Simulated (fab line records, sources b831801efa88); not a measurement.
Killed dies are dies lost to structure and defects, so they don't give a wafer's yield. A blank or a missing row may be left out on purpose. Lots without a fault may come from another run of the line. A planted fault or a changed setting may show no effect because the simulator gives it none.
Chamber matching | flow gf180mcu | GF_CONTACT_CMP_04 on cmp-01: 4 sister chambers
The step polishes SiO2. 7 wafers are shown with their chamber, then 8 later ones without.

WAFERS WITH THEIR CHAMBER
wafer  | chamber | motor_current_A (A) | slurry_flow_ml_min
L794.3 | 1       | 10.1                | 149.7
L794.5 | 2       | 11.7                | 150.9
L794.6 | 3       | 11.2                | 151.0
L802.2 | 0       | 14.0                | 149.8
L802.3 | 1       | 10.6                | 150.1
L802.4 | 3       | 10.4                | 149.3
L806.1 | 0       | 13.6                | 150.3

WAFERS WITHOUT THEIR CHAMBER
wafer  | motor_current_A (A) | slurry_flow_ml_min
L806.3 | 12.7                | 150.4
L806.5 | 10.3                | 150.5
L807.1 | 12.2                | 150.1
L807.3 | 11.0                | 149.9
L807.6 | 13.0                | 149.4
L809.1 | 14.0                | 150.8
L809.2 | 10.4                | 150.1
L809.6 | 13.2                | 150.2

WHICH CHAMBER EACH WENT THROUGH
wafer  | from the rows above          | in truth
L806.3 | can't be placed: 2 or 0      | 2
L806.5 | can't be placed: 1 or 3      | 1
L807.1 | can't be placed: 2 or 3      | 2
L807.3 | can't be placed: 3 or 1 or 2 | 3
L807.6 | can't be placed: 0 or 2      | 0
L809.1 | 0                            | 0
L809.2 | can't be placed: 1 or 3      | 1
L809.6 | 0                            | 0
Placed correctly: 2 of 8. Can't be placed from these rows: 6 (the true chamber is among the candidates in 6). Placed wrongly: 0.
How it was worked out, from the rows above alone: a wafer's distance from a chamber is the root of the sum, over the readings, of the square of ((its reading less the chamber's mean) divided by the reading's scatter). The wafer belongs to the nearest chamber; if the next one is less than 2 further off, it can't be placed. A chamber's mean is the mean of its shown wafers. The scatter: the root of (the sum of the squares of (reading less its chamber's mean) over the shown wafers, divided by (wafers less chambers)).
